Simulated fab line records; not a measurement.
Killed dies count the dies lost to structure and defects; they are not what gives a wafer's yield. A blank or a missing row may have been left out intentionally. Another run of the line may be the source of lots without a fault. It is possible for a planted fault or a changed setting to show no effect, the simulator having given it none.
Chamber matching / flow sky130 / pecvd-03 running SKY_PASSIVATION_CVD_00: 3 sister chambers
The step deposits SiO2, target thk 90 nm. 6 wafers are shown with their chamber, then 9 later ones without.

## WAFERS PAIRED WITH THEIR CHAMBERS
wafer=L080.6; chamber=2; heater_power_w (W)=647
wafer=L081.4; chamber=0; heater_power_w (W)=592
wafer=L081.6; chamber=2; heater_power_w (W)=701
wafer=L087.1; chamber=1; heater_power_w (W)=688
wafer=L087.4; chamber=0; heater_power_w (W)=676
wafer=L087.5; chamber=1; heater_power_w (W)=687

## WAFERS WHOSE CHAMBER IS MISSING
wafer=L093.2; heater_power_w (W)=570
wafer=L093.4; heater_power_w (W)=586
wafer=L093.6; heater_power_w (W)=572
wafer=L095.3; heater_power_w (W)=683
wafer=L095.5; heater_power_w (W)=687
wafer=L095.6; heater_power_w (W)=699
wafer=L097.1; heater_power_w (W)=741
wafer=L097.2; heater_power_w (W)=620
wafer=L097.6; heater_power_w (W)=746

## THE CHAMBER EACH PASSED THROUGH
wafer=L093.2; from the rows above=can't be placed: 0 or 2 or 1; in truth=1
wafer=L093.4; from the rows above=can't be placed: 0 or 2 or 1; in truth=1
wafer=L093.6; from the rows above=can't be placed: 0 or 2 or 1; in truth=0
wafer=L095.3; from the rows above=can't be placed: 1 or 2 or 0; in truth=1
wafer=L095.5; from the rows above=can't be placed: 1 or 2 or 0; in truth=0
wafer=L095.6; from the rows above=can't be placed: 1 or 2 or 0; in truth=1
wafer=L097.1; from the rows above=can't be placed: 1 or 2 or 0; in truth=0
wafer=L097.2; from the rows above=can't be placed: 0 or 2 or 1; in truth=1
wafer=L097.6; from the rows above=can't be placed: 1 or 2 or 0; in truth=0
Placed correctly: 0 of 9. These rows do not allow placing 9 (true chamber among the candidates in 9). Number placed wrongly: 0.
How it was worked out, from the rows above alone: a wafer's distance from a chamber is the root of the sum, over the readings, of the square of ((its reading less the chamber's mean) divided by the reading's scatter). If the next closest chamber is less than 2 further off than the closest, the wafer can't be placed; otherwise it belongs to the closest. The mean given for a chamber averages the wafers shown for that chamber. The scatter: the root of (the sum of the squares of (reading less its chamber's mean) over the shown wafers, divided by (wafers less chambers)).
